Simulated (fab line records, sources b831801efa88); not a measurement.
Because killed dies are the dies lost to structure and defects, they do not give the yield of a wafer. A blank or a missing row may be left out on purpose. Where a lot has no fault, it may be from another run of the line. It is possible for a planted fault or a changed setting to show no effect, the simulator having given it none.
Matching of chambers / flow gf180mcu / GF_V3_CVD_02 on pecvd-04 has 3 sister chambers
The step deposits SiO2 from TEOS, target thk 850 nm, time 94.851 s. 3 wafers are shown with their chamber, then 12 later ones without.

WAFERS WITH THEIR CHAMBER
wafer=L083.3; chamber=0; heater_power_w (W)=517
wafer=L085.3; chamber=2; heater_power_w (W)=576
wafer=L085.6; chamber=1; heater_power_w (W)=550

WAFERS WITHOUT THEIR CHAMBER
wafer=L086.1; heater_power_w (W)=536
wafer=L086.3; heater_power_w (W)=591
wafer=L086.5; heater_power_w (W)=584
wafer=L088.3; heater_power_w (W)=601
wafer=L088.4; heater_power_w (W)=493
wafer=L088.6; heater_power_w (W)=478
wafer=L090.1; heater_power_w (W)=672
wafer=L090.2; heater_power_w (W)=632
wafer=L090.3; heater_power_w (W)=505
wafer=L093.1; heater_power_w (W)=555
wafer=L093.4; heater_power_w (W)=600
wafer=L093.5; heater_power_w (W)=592

EACH ONE'S CHAMBER
wafer=L086.1; from the rows above=can't be placed: 1 or 0 or 2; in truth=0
wafer=L086.3; from the rows above=can't be placed: 2 or 1 or 0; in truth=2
wafer=L086.5; from the rows above=can't be placed: 2 or 1 or 0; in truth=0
wafer=L088.3; from the rows above=can't be placed: 2 or 1 or 0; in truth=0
wafer=L088.4; from the rows above=can't be placed: 0 or 1 or 2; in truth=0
wafer=L088.6; from the rows above=can't be placed: 0 or 1 or 2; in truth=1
wafer=L090.1; from the rows above=can't be placed: 2 or 1 or 0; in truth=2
wafer=L090.2; from the rows above=can't be placed: 2 or 1 or 0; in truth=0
wafer=L090.3; from the rows above=can't be placed: 0 or 1 or 2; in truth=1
wafer=L093.1; from the rows above=can't be placed: 1 or 2 or 0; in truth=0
wafer=L093.4; from the rows above=can't be placed: 2 or 1 or 0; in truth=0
wafer=L093.5; from the rows above=can't be placed: 2 or 1 or 0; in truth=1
Placed correctly: 0 of 12. Can't be placed from these rows: 12 (the true chamber is among the candidates in 12). Wrongly placed: 0.
How it was worked out, from the rows above alone: a wafer's distance from a chamber is the root of the sum, over the readings, of the square of ((its reading less the chamber's mean) divided by the reading's scatter). If the next closest chamber is less than 2 further off than the closest, the wafer can't be placed; otherwise it belongs to the closest. Each chamber's mean is taken over the wafers shown for it. The scatter: root of mean squared gap, hidden wafer to nearest shown wafer, with one shown wafer a chamber.
